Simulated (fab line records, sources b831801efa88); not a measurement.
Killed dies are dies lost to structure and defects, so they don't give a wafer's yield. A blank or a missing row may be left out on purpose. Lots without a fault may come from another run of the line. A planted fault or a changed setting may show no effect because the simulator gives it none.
Problem report in the 8D (eight disciplines) form, filled by code | flow sky130 | the parts of the form that need people (team, actions taken, sign-off) are left out
Where a reading is given only as a bound, like >300, the bound stands for it, and a mean or a difference that rests on one is marked > or <: the true number lies beyond.

1. THE PROBLEM
LOCAL_INTERCONNECT_TIN_THK at SKY_LOCAL_INTERCONNECT_THK_MEAS_02 reads a mean of <0.0 nm on 6 wafers of 2 lots; wafers without a fault read 102.9 nm with a standard deviation of 1. That is -99 or more standard deviations from the usual mean.
The step: measures by xrf.
First seen on wafer L870.2, day 34 10:43, on film_metro-03. The record holds 33 wafers of 11 lots with a number at this step. Rule for "out", or "out of limits": more than 4 standard deviations from the usual mean. The other wafers with a number count as sound.

2. WHAT IT IS AND WHAT IT IS NOT
question                    | is                         | is not
which readings at this step | LOCAL_INTERCONNECT_TIN_THK | -
which lots                  | L870, L871                 | L857, L859, L861, L863, L864, L865, L866, L867, L869
which wafers of those lots  | all that have a number     | -
read on which gauges        | film_metro-03              | film_metro-01, film_metro-02
when                        | from day 34 10:43          | up to then (27 sound wafers)

3. SUSPECTS, AND WHAT RULES EACH OUT
Counting: a tool at a process step up to the reading stays a suspect if it ran every lot that is out and no sound lot after the first of them.
- the gauge at SKY_LOCAL_INTERCONNECT_THK_MEAS_02: ruled out. All the wafers that are out were read on film_metro-03, but those of them that SKY_PAD_OPEN_PROBE_99 has rows for are out there too, on other tools.
- plasma_asher-04 at SKY_LI_CONTACT_STRIP_16 (strips in O2/N2): kept. It ran every lot that is out, first L870 (day 34 09:29), and no sound lot after that; its last sound lot up to then is L865 (day 32 18:54).
- pvd_sputter-01 at SKY_LOCAL_INTERCONNECT_SPUTTER_00 (material TiN, target thk 100 nm, time 83.3 s): kept. It ran every lot that is out, first L870 (day 34 10:32), and no sound lot after that; its last sound lot up to then is L865 (day 32 19:56).
Left after counting: plasma_asher-04 at SKY_LI_CONTACT_STRIP_16, pvd_sputter-01 at SKY_LOCAL_INTERCONNECT_SPUTTER_00.

4. THE CAUSE (what the simulator had put in)
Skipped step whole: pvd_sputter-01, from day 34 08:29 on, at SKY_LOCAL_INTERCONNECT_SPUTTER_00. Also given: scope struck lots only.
Counting left 2 suspects, and this tool is among them.

5. THE CHAIN OF EFFECTS, in route order
Each row: a reading whose mean over the struck wafers that have a number lies more than 3 standard deviations from the usual. Only readings for which the record gives a usual standard deviation are gone through. hours: the time from each lot's start at the first step in this table that gives one to its start at this step, as a median over the lots. sigmas: the change in usual standard deviations.
hours | step                               | reading                    | usual    | on struck wafers | change  | sigmas
0     | SKY_LOCAL_INTERCONNECT_THK_MEAS_02 | LOCAL_INTERCONNECT_TIN_THK | 102.9 nm | <0.0             | <-102.9 | -99 or more
364   | SKY_PAD_OPEN_PROBE_99              | killed_at_M0_to_M3         | 43       | 11               | -32     | -4.4
364   | SKY_PAD_OPEN_PROBE_99              | killed_at_contacts         | 24       | 477              | +453    | +84
364   | SKY_PAD_OPEN_PROBE_99              | killed_at_front_end        | 16       | 3                | -13     | -3.1
364   | SKY_PAD_OPEN_PROBE_99              | killed_dies                | 87       | 492              | +405    | +43
364   | SKY_PAD_OPEN_PROBE_99              | killed_on_rim              | 17       | 96               | +79     | +21
364   | SKY_PAD_OPEN_PROBE_99              | killed_open                | 47       | 11               | -36     | -5.0
364   | SKY_PAD_OPEN_PROBE_99              | killed_short               | 40       | 7                | -33     | -5.0
The process steps in it:
- SKY_PAD_OPEN_PROBE_99
Readings that are blank on the struck wafers while sound wafers have them: cathode_dc_power_W at SKY_LOCAL_INTERCONNECT_SPUTTER_00; chamber_pressure_pa at SKY_LOCAL_INTERCONNECT_SPUTTER_00; throttle_valve_pct at SKY_LOCAL_INTERCONNECT_SPUTTER_00; LOCAL_INTERCONNECT_TIN_RS at SKY_LOCAL_INTERCONNECT_RS_MEAS_01.

6. WHAT WOULD HAVE CAUGHT IT SOONER
In this record the first reading out of limits at a measuring or inspecting step was taken at day 34 10:43, 2 hours after the fault began at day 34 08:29.
Between SKY_LOCAL_INTERCONNECT_SPUTTER_00 and SKY_LOCAL_INTERCONNECT_THK_MEAS_02, SKY_LOCAL_INTERCONNECT_RS_MEAS_01 gave no LOCAL_INTERCONNECT_TIN_RS on the struck wafers, where sound wafers have one: a measuring or inspecting step that comes back empty is itself a sign.
At SKY_LOCAL_INTERCONNECT_SPUTTER_00 the tool's readings are blank on the struck wafers, where sound wafers have them: an empty tool record is the first sign, and it was there at once.
Of the lots that are out (2), L871 began SKY_LOCAL_INTERCONNECT_SPUTTER_00 on pvd_sputter-01 after day 34 10:43. A hold on the tool at that time would have spared it.
